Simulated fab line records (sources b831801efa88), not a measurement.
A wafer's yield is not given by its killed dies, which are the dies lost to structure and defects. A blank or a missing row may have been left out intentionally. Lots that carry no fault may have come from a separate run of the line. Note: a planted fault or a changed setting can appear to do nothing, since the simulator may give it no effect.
fab line records	flow sky130
[record] lots = 11	wafers = 33	lastDay = 50
route steps=708 shown LDD_HVN@274 CONTACT@430 METAL1@438 VIA1@470
lots that met no fault: taken from a fault-free run of the same line
startH: hours from the record's first day to the start of the lot's first wafer shown	waitH: hours since the lot's step before	" the same as in the row above	L1.1+2: a single row standing in for several wafers	- no value, or no start was given	* or withheld: withheld	< > ~ a bound
route shown NAME@n: names a module that has steps shown in the file, with the first one's number in the route	usual: the fault-free wafers' mean and standard deviation	same: alike in all rows	chamber/n: place in a boat	sites: each site's reading	_std_site: standard deviation of those values	_edge_site: outer sites' mean less inner sites'	radiusMm: for every site, how far away it sits from the centre of the wafer	mask NAME#n: copy n	behind: the last tool/chamber to shape the wafer	hold: why the lot went on hold/how many hours it stayed there/how the hold came to an end	device: which transistor (n, p or np) failed to switch	end of line: the same wafers' tests at the end of the route	for a step that has no rows: nothing shown but its recipe	killed: dies that structure and defects cost at the first sort, which is not the same as the wafer's yield	map: shows each die of a wafer: x if killed, . if not, _ if none is there
set.NAME: setting as actually run; set.NAME@STEP: the setting as run at that earlier step	model.NAME: the simulator's own value behind a step, which no gauge read
one table for each step of the route and one row for each wafer, over a sample of lots
services: the hour from which a tool's chamber was out of use, counted from the record's first day as startH (under 0 if before that day), plus the number of hours and why
[[steps]]
[step SKY_LDD_HVN_OVL_MEAS_07]
[usual] LDD_HVN_OVL = 0.4/1.2
lot.wafer	tool	chamber	startH	waitH	LDD_HVN_OVL[nm]
L127.1	overlay-01	-	508.04	0.1	1.8
L127.2	"	-	"	"	2.3
L127.6	"	-	"	"	-0.5
L128.4	overlay-02	-	514.20	0.1	-0.5
L128.5	"	-	"	"	0.0
L128.6	"	-	"	"	0.6
L129.3	overlay-01	-	523.52	0.1	0.0
L129.4	"	-	"	"	1.7
L129.5	"	-	"	"	1.1
L132.3	overlay-02	-	547.72	0.1	-0.5
L132.4	"	-	"	"	-0.3
L132.5	"	-	"	"	-0.5
L135.1	overlay-02	-	570.19	0.1	-1.0
L135.3	"	-	"	"	0.4
L135.6	"	-	"	"	0.2
L136.3	overlay-01	-	594.87	0.1	0.9
L136.4	"	-	"	"	1.5
L136.5	"	-	"	"	0.5
L137.2	overlay-02	-	595.46	0.1	3.6
L137.4	"	-	"	"	1.8
L137.5	"	-	"	"	1.9
L138.3	overlay-02	-	598.20	0.1	0.4
L138.4	"	-	"	"	-0.1
L138.6	"	-	"	"	1.3
L144.1	overlay-02	-	663.63	0.1	0.0
L144.4	"	-	"	"	0.9
L144.6	"	-	"	"	0.3
L145.2	overlay-02	-	668.44	0.1	2.1
L145.4	"	-	"	"	0.3
L145.6	"	-	"	"	-0.1
L146.2	overlay-02	-	669.69	0.1	-2.0
L146.4	"	-	"	"	-1.0
L146.5	"	-	"	"	-1.1
[step SKY_CONTACT_CVD_24]
[recipe] material = W	targetThkNm = 340	timeS = 102.12	tempC = 400	pressureTorr = 40
[usual] chamberPressureTorr = 39.99/0.082	heaterPowerW = 841/35	susceptorTempC = 400.00/0.24
lot.wafer	tool	chamber	startH	waitH	chamberPressureTorr	heaterPowerW	susceptorTempC
L127.1	cvdW-01	1	776.58	0.0	39.86	870	399.98
L127.2	"	0	"	"	39.89	837	399.79
L127.6	"	0	"	"	40.08	830	399.80
L128.4	cvdW-01	1	777.26	0.1	39.93	858	400.21
L128.5	"	0	"	"	40.00	843	399.68
L128.6	"	1	"	"	39.96	843	399.94
L129.3	cvdW-02	0	785.18	0.1	39.91	750	400.87
L129.4	"	1	"	"	40.02	872	400.19
L129.5	"	0	"	"	39.90	742	400.40
L132.3	cvdW-02	0	808.20	0.1	40.12	766	399.87
L132.4	"	1	"	"	40.09	865	400.01
L132.5	"	1	"	"	40.15	847	399.81
L135.1	cvdW-01	0	827.13	0.0	40.09	853	399.97
L135.3	"	1	"	"	40.05	868	399.93
L135.6	"	0	"	"	40.14	812	399.86
L136.3	cvdW-02	0	849.72	0.1	40.01	755	400.01
L136.4	"	1	"	"	39.91	839	399.83
L136.5	"	0	"	"	39.91	781	400.10
L137.2	cvdW-02	0	851.53	0.0	39.94	767	399.98
L137.4	"	1	"	"	39.96	861	400.01
L137.5	"	1	"	"	39.93	872	400.31
L138.3	cvdW-01	0	853.70	0.1	39.92	844	400.12
L138.4	"	1	"	"	39.88	870	400.59
L138.6	"	0	"	"	40.15	854	400.10
L144.1	cvdW-01	1	913.56	0.0	39.98	881	400.10
L144.4	"	0	"	"	39.92	841	399.50
L144.6	"	1	"	"	39.93	869	399.87
L145.2	cvdW-01	1	913.94	0.0	40.02	886	400.34
L145.4	"	1	"	"	39.91	892	400.00
L145.6	"	1	"	"	39.84	852	400.02
L146.2	cvdW-01	1	916.52	0.0	40.00	862	399.85
L146.4	"	0	"	"	39.98	855	399.98
L146.5	"	1	"	"	40.01	861	400.07
[step SKY_CONTACT_RS_MEAS_25]
[recipe] thkMeasGauge = four-point-probe	reads = W_of_CONTACT_CVD_24+TiN_of_CONTACT_SPUTTER_23
[usual] CONTACT_W_RS = 0.336/0.0037
lot.wafer	tool	chamber	startH	waitH	CONTACT_W_RS[ohm/sq]
L127.1	filmMetro-01	-	776.69	0.1	0.335
L127.2	"	-	"	"	0.337
L127.6	"	-	"	"	0.335
L128.4	filmMetro-04	-	777.42	0.1	0.336
L128.5	"	-	"	"	0.336
L128.6	"	-	"	"	0.341
L129.3	filmMetro-04	-	785.34	0.1	0.341
L129.4	"	-	"	"	0.338
L129.5	"	-	"	"	0.340
L132.3	filmMetro-02	-	808.32	0.1	0.340
L132.4	"	-	"	"	0.341
L132.5	"	-	"	"	0.337
L135.1	filmMetro-02	-	827.24	0.1	0.495
L135.3	"	-	"	"	0.336
L135.6	"	-	"	"	0.487
L136.3	filmMetro-01	-	849.83	0.1	0.340
L136.4	"	-	"	"	0.337
L136.5	"	-	"	"	0.343
L137.2	filmMetro-01	-	851.66	0.1	0.337
L137.4	"	-	"	"	0.334
L137.5	"	-	"	"	0.336
L138.3	filmMetro-02	-	853.82	0.1	0.484
L138.4	"	-	"	"	0.333
L138.6	"	-	"	"	0.490
L144.1	filmMetro-02	-	913.67	0.1	0.339
L144.4	"	-	"	"	0.331
L144.6	"	-	"	"	0.334
L145.2	filmMetro-01	-	914.07	0.1	0.333
L145.4	"	-	"	"	0.330
L145.6	"	-	"	"	0.332
L146.2	filmMetro-02	-	916.65	0.1	0.334
L146.4	"	-	"	"	0.333
L146.5	"	-	"	"	0.337
[step SKY_CONTACT_THK_MEAS_26]
[recipe] thkMeasGauge = xrf	reads = W_of_CONTACT_CVD_24
[usual] CONTACT_W_THK = 349/5.5
lot.wafer	tool	chamber	startH	waitH	CONTACT_W_THK[nm]
L127.1	filmMetro-01	-	776.81	0.1	349
L127.2	"	-	"	"	343
L127.6	"	-	"	"	344
L128.4	filmMetro-04	-	777.51	0.1	350
L128.5	"	-	"	"	351
L128.6	"	-	"	"	348
L129.3	filmMetro-04	-	785.44	0.1	347
L129.4	"	-	"	"	349
L129.5	"	-	"	"	347
L132.3	filmMetro-02	-	808.42	0.1	345
L132.4	"	-	"	"	345
L132.5	"	-	"	"	350
L135.1	filmMetro-02	-	827.36	0.1	239
L135.3	"	-	"	"	352
L135.6	"	-	"	"	242
L136.3	filmMetro-01	-	849.93	0.1	344
L136.4	"	-	"	"	346
L136.5	"	-	"	"	340
L137.2	filmMetro-01	-	851.77	0.1	343
L137.4	"	-	"	"	349
L137.5	"	-	"	"	347
L138.3	filmMetro-02	-	853.92	0.1	243
L138.4	"	-	"	"	356
L138.6	"	-	"	"	241
L144.1	filmMetro-02	-	913.79	0.1	349
L144.4	"	-	"	"	360
L144.6	"	-	"	"	355
L145.2	filmMetro-01	-	914.18	0.1	352
L145.4	"	-	"	"	353
L145.6	"	-	"	"	355
L146.2	filmMetro-02	-	916.76	0.1	355
L146.4	"	-	"	"	355
L146.5	"	-	"	"	352
[step SKY_CONTACT_CMP_27]
[recipe] stopOn = SiO2	tOverpolishS = 15	downForcePsi = 3.5	platenRpm = 60	targetThkNm = 0	padVelocityMS = 0.94248
[usual] edgeZonePressureFrac = 0.999/0.0042	headPressurePsi = 3.501/0.0078	motorCurrentA = 11.1/1.2	timeToEndpointS = 83/3.7
lot.wafer	tool	chamber	startH	waitH	edgeZonePressureFrac	headPressurePsi	motorCurrentA	timeToEndpointS
L127.1	cmp-01	1	776.92	0.1	1.002	3.499	11.4	74
L127.2	"	2	"	"	0.994	3.514	10.2	79
L127.6	"	0	"	"	0.994	3.494	13.0	77
L128.4	cmp-01	3	777.54	0.0	0.999	3.500	8.6	82
L128.6	"	3	"	"	0.996	3.510	9.3	80
L128.5	"	0	"	"	0.994	3.488	12.6	79
L129.4	cmp-01	0	785.79	0.3	1.002	3.514	12.6	77
L129.3	"	1	"	"	0.990	3.497	11.3	78
L129.5	"	3	"	"	1.001	3.511	9.0	80
L132.3	cmp-02	0	808.46	0.0	1.002	3.504	9.4	80
L132.4	"	1	"	"	1.002	3.510	12.5	82
L132.5	"	0	"	"	1.001	3.498	9.3	82
L135.1	cmp-02	2	827.42	0.1	0.993	3.498	10.9	60
L135.3	"	0	"	"	0.996	3.498	9.8	86
L135.6	"	2	"	"	0.995	3.499	11.1	56
L136.3	cmp-01	1	849.97	0.0	0.999	3.493	11.5	77
L136.4	"	2	"	"	0.996	3.516	11.1	82
L136.5	"	1	"	"	0.995	3.485	11.5	78
L137.2	cmp-02	1	851.82	0.0	0.999	3.513	11.6	84
L137.4	"	0	"	"	1.000	3.504	9.6	87
L137.5	"	2	"	"	0.998	3.508	11.3	86
L138.4	cmp-02	3	853.99	0.1	1.004	3.506	11.8	89
L138.3	"	0	"	"	1.004	3.506	9.5	56
L138.6	"	0	"	"	0.998	3.503	10.1	55
L144.1	cmp-02	0	913.95	0.1	0.998	3.508	9.5	82
L144.4	"	1	"	"	1.006	3.508	12.7	81
L144.6	"	2	"	"	0.998	3.503	10.8	84
L145.4	cmp-02	0	914.23	0.0	1.000	3.519	9.6	82
L145.2	"	1	"	"	0.992	3.489	12.5	82
L145.6	"	0	"	"	1.007	3.513	9.7	81
L146.4	cmp-01	0	916.86	0.1	1.005	3.498	12.5	87
L146.2	"	1	"	"	1.007	3.502	11.2	85
L146.5	"	3	"	"	0.997	3.500	9.0	88
[step SKY_METAL1_SPUTTER_04]
[recipe] material = TiN	targetThkNm = 70	powerW = 6500	timeS = 58.3	chamberPressurePa = 0.4
[usual] cathodeDcPowerW = 6500.0/1.1	throttleValvePct = 30.1/1.3
lot.wafer	tool	chamber	startH	waitH	cathodeDcPowerW	throttleValvePct
L127.1	pvdSputter-04	-	777.26	0.0	6500.1	30.5
L127.2	"	-	"	"	6500.3	32.2
L127.6	"	-	"	"	6499.9	32.2
L128.4	pvdSputter-03	-	777.93	0.0	6499.8	29.5
L128.5	"	-	"	"	6498.6	28.5
L128.6	"	-	"	"	6499.1	29.5
L129.3	pvdSputter-03	-	786.08	0.0	6502.5	29.7
L129.4	"	-	"	"	6499.7	28.8
L129.5	"	-	"	"	6500.0	31.1
L132.3	pvdSputter-04	-	808.85	0.0	6501.0	30.5
L132.4	"	-	"	"	6496.8	30.8
L132.5	"	-	"	"	6500.2	28.5
L135.1	pvdSputter-02	-	827.81	0.0	6501.3	31.5
L135.3	"	-	"	"	6502.6	30.0
L135.6	"	-	"	"	6499.9	30.0
L136.3	pvdSputter-02	-	850.36	0.0	6500.6	30.0
L136.4	"	-	"	"	6499.5	30.4
L136.5	"	-	"	"	6498.4	27.7
L137.2	pvdSputter-02	-	852.21	0.0	6501.1	30.7
L137.4	"	-	"	"	6499.7	30.1
L137.5	"	-	"	"	6499.5	31.7
L138.3	pvdSputter-04	-	856.40	0.0	6499.6	30.6
L138.4	"	-	"	"	6499.2	32.1
L138.6	"	-	"	"	6499.3	30.3
L144.1	pvdSputter-04	-	914.24	0.0	6498.0	32.0
L144.4	"	-	"	"	6500.1	31.1
L144.6	"	-	"	"	6498.9	32.1
L145.2	pvdSputter-02	-	914.62	0.0	6498.0	27.7
L145.4	"	-	"	"	6499.0	31.4
L145.6	"	-	"	"	6499.7	29.9
L146.2	pvdSputter-04	-	917.20	0.0	6498.8	30.5
L146.4	"	-	"	"	6500.1	28.3
L146.5	"	-	"	"	6499.4	30.6
[step SKY_VIA1_CD_MEAS_12]
[recipe] targetCdNm = 150
[usual] cdNm = 149.6/1.9
lot.wafer	tool	chamber	startH	waitH	cdNm
L127.1	cdSem-01	-	831.75	-	149.9
L127.2	"	-	"	"	149.9
L127.6	"	-	"	"	150.8
L128.4	cdSem-02	-	833.46	-	146.6
L128.5	"	-	"	"	146.2
L128.6	"	-	"	"	147.0
L129.3	cdSem-01	-	839.89	-	147.0
L129.4	"	-	"	"	148.4
L129.5	"	-	"	"	148.0
L132.3	cdSem-02	-	862.90	-	148.0
L132.4	"	-	"	"	150.0
L132.5	"	-	"	"	147.5
L135.1	cdSem-02	-	881.24	-	152.4
L135.3	"	-	"	"	153.6
L135.6	"	-	"	"	154.1
L136.3	cdSem-02	-	902.63	-	148.1
L136.4	"	-	"	"	148.4
L136.5	"	-	"	"	147.1
L137.2	cdSem-02	-	904.27	-	151.6
L137.4	"	-	"	"	152.2
L137.5	"	-	"	"	151.2
L138.3	cdSem-01	-	908.83	-	151.9
L138.4	"	-	"	"	151.7
L138.6	"	-	"	"	150.2
L144.1	cdSem-01	-	964.75	-	151.6
L144.4	"	-	"	"	151.3
L144.6	"	-	"	"	149.9
L145.2	cdSem-01	-	965.73	-	149.7
L145.4	"	-	"	"	149.8
L145.6	"	-	"	"	150.0
L146.2	cdSem-01	-	967.37	-	149.0
L146.4	"	-	"	"	149.4
L146.5	"	-	"	"	148.3
[[services]]
tool	chamber	startH	hours	kind
pvdSputter-04	-	771.44	3.4	repair
cmp-01	-	771.98	0.6	repair
cmp-02	-	783.56	4.6	pm
pvdSputter-04	-	783.80	4.6	repair
cmp-01	-	787.74	0.5	repair
cmp-02	-	788.29	11.5	pm
pvdSputter-04	-	814.13	1.9	repair
cmp-02	-	823.24	1.2	repair
pvdSputter-03	-	846.57	15.1	repair
cmp-01	-	850.40	16.3	repair
pvdSputter-03	-	854.84	0.6	repair
cvdW-02	-	862.06	4.0	repair
cmp-01	-	863.52	0.5	repair
cmp-02	-	863.59	28.5	repair
cmp-01	-	870.21	1.0	repair
pvdSputter-04	-	880.64	1.4	repair
cmp-02	-	888.51	0.8	repair
cmp-01	-	892.12	3.5	pm
cvdW-02	-	904.00	14.0	pm
cvdW-02	0	904.00	14.0	ventCycle
cvdW-02	1	904.00	14.0	ventCycle
cmp-01	-	912.00	4.0	pm
cmp-01	-	916.00	-	consumableReplace:conditioner
cmp-01	-	916.00	-	consumableReplace:pad
[[key]]
[firstSign] step = SKY_CONTACT_RS_MEAS_25	reading = CONTACT_W_RS	direction = up	sigmas = 42	usual = 0.336	struck = 0.489
[effect] step = SKY_CONTACT_THK_MEAS_26	reading = CONTACT_W_THK	direction = down	sigmas = 20	usual = 349	struck = 241
[effect] step = SKY_CONTACT_CMP_27	reading = timeToEndpointS	direction = down	sigmas = 7.1	usual = *	struck = *
metAt SKY_CONTACT_CVD_24
struckLots L135,L138
struckWafers L135.1,L135.6,L138.3,L138.6
testerLeftOut L135,L138
notActingAt SKY_LDD_HVN_OVL_MEAS_07,SKY_METAL1_SPUTTER_04,SKY_VIA1_CD_MEAS_12
onsetBetween 777.26 827.13
[fault] kind = processParameterDrift	tool = cvdW-01	chamber = 0	onsetH = 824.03	steps = SKY_CONTACT_CVD_24	channel = targetThkNm	offset = -107.07	shape = step	endH = 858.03	actsIn = theseRecipesOnly	stated = 340
// testerLeftOut: of these lots the tester's yield and bins aren't shown, on N5 and GAA mostly nor the transistor test; their killed dies are dies lost to structure and defects alone, not to doping, threshold or leakage, so they don't give the yield
